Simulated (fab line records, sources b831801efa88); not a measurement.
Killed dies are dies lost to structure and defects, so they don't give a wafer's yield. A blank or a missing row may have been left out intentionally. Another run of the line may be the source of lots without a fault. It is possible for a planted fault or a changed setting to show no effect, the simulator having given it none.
Matching of chambers || flow sky130 || SKY_VIA1_CMP_24 on cmp-01: 4 sister chambers
The step polishes, stops on SiO2, t overpolish 15 s, target thk 0 nm. 4 wafers are shown with their chamber, then 7 later ones without.

## WAFERS PAIRED WITH THEIR CHAMBERS
{"wafer": "L415.3", "chamber": 3, "motor_current_A (A)": 11.3}
{"wafer": "L418.2", "chamber": 0, "motor_current_A (A)": 11.0}
{"wafer": "L422.1", "chamber": 2, "motor_current_A (A)": 8.1}
{"wafer": "L422.2", "chamber": 1, "motor_current_A (A)": 10.3}

## WAFERS WHOSE CHAMBER IS MISSING
{"wafer": "L422.4", "motor_current_A (A)": 12.0}
{"wafer": "L424.2", "motor_current_A (A)": 11.6}
{"wafer": "L424.5", "motor_current_A (A)": 8.1}
{"wafer": "L424.6", "motor_current_A (A)": 10.4}
{"wafer": "L429.2", "motor_current_A (A)": 8.6}
{"wafer": "L429.4", "motor_current_A (A)": 10.2}
{"wafer": "L429.6", "motor_current_A (A)": 10.9}

## WHICH CHAMBER EACH ONE RAN IN
{"wafer": "L422.4", "from the rows above": "can't be placed: 3 or 0", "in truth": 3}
{"wafer": "L424.2", "from the rows above": "can't be placed: 3 or 0", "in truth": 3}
{"wafer": "L424.5", "from the rows above": 2, "in truth": 2}
{"wafer": "L424.6", "from the rows above": "can't be placed: 1 or 0", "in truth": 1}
{"wafer": "L429.2", "from the rows above": 2, "in truth": 2}
{"wafer": "L429.4", "from the rows above": "can't be placed: 1 or 0", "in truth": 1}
{"wafer": "L429.6", "from the rows above": "can't be placed: 0 or 3 or 1", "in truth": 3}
Correct placement for 2 of the 7. From these rows, 5 cannot be placed; in 5 the true chamber is one of the candidates. Number placed wrongly: 0.
How it was worked out, from the rows above alone: a wafer's distance from a chamber is the root of the sum, over the readings, of the square of ((its reading less the chamber's mean) divided by the reading's scatter). If the next closest chamber is less than 2 further off than the closest, the wafer can't be placed; otherwise it belongs to the closest. For every chamber, the mean is computed from those of its wafers that are shown. The scatter: root of mean squared gap, hidden wafer to nearest shown wafer, with one shown wafer a chamber.
